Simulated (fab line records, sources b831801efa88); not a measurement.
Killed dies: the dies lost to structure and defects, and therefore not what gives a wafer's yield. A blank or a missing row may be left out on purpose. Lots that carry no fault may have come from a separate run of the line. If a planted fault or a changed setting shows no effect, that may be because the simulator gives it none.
Chamber matching / flow sky130 / SKY_LI_CONTACT_ETCH_15 on rie-diel-04 has 4 sister chambers
The step etches PSG in C4F8/O2/Ar, stops on Si, target depth 600 nm. 16 wafers are shown with their chamber, then 8 later ones without.

WAFERS PAIRED WITH THEIR CHAMBERS
wafer=L074.2; chamber=3; oes-product-au (a.u.)=0.841
wafer=L074.3; chamber=0; oes-product-au (a.u.)=0.838
wafer=L074.5; chamber=3; oes-product-au (a.u.)=0.830
wafer=L076.2; chamber=1; oes-product-au (a.u.)=0.838
wafer=L076.3; chamber=3; oes-product-au (a.u.)=0.842
wafer=L076.5; chamber=2; oes-product-au (a.u.)=0.834
wafer=L081.2; chamber=0; oes-product-au (a.u.)=0.842
wafer=L081.3; chamber=2; oes-product-au (a.u.)=0.839
wafer=L081.4; chamber=1; oes-product-au (a.u.)=0.834
wafer=L082.1; chamber=0; oes-product-au (a.u.)=0.834
wafer=L082.2; chamber=3; oes-product-au (a.u.)=0.839
wafer=L082.5; chamber=1; oes-product-au (a.u.)=0.838
wafer=L083.1; chamber=2; oes-product-au (a.u.)=0.843
wafer=L083.4; chamber=1; oes-product-au (a.u.)=0.832
wafer=L083.6; chamber=2; oes-product-au (a.u.)=0.846
wafer=L084.2; chamber=2; oes-product-au (a.u.)=0.839

SIGNATURES, as means of the wafers listed above
reading=oes-product-au; chamber 0=0.83800; chamber 1=0.83550; chamber 2=0.84020; chamber 3=0.83800; scatter within a chamber=0.0044
Rule: a wafer's distance from a chamber is the root of the sum, over the readings, of the square of ((its reading less the chamber's mean) divided by the reading's scatter). If the next closest chamber is less than 2 further off than the closest, the wafer can't be placed; otherwise it belongs to the closest. The scatter: take each reading less its chamber's mean, square it, sum over the shown wafers, divide by the number of wafers less the number of chambers, and take the root.

WAFERS WHOSE CHAMBER IS MISSING
wafer=L084.4; oes-product-au (a.u.)=0.838
wafer=L084.5; oes-product-au (a.u.)=0.832
wafer=L087.1; oes-product-au (a.u.)=0.841
wafer=L087.2; oes-product-au (a.u.)=0.837
wafer=L087.5; oes-product-au (a.u.)=0.836
wafer=L092.1; oes-product-au (a.u.)=0.839
wafer=L092.5; oes-product-au (a.u.)=0.837
wafer=L092.6; oes-product-au (a.u.)=0.835

WHICH CHAMBER EACH WENT THROUGH
wafer=L084.4; from the rows above=can't be placed: 0 or 3 or 2 or 1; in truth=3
wafer=L084.5; from the rows above=can't be placed: 1 or 0 or 3 or 2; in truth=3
wafer=L087.1; from the rows above=can't be placed: 2 or 0 or 3 or 1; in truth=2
wafer=L087.2; from the rows above=can't be placed: 0 or 3 or 1 or 2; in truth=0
wafer=L087.5; from the rows above=can't be placed: 1 or 0 or 3 or 2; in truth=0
wafer=L092.1; from the rows above=can't be placed: 0 or 3 or 2 or 1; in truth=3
wafer=L092.5; from the rows above=can't be placed: 0 or 3 or 1 or 2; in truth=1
wafer=L092.6; from the rows above=can't be placed: 1 or 0 or 3 or 2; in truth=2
Correct placement for 0 of the 8. Unplaceable from these rows: 8, with the true chamber sitting among the candidates in 8. Number placed wrongly: 0.
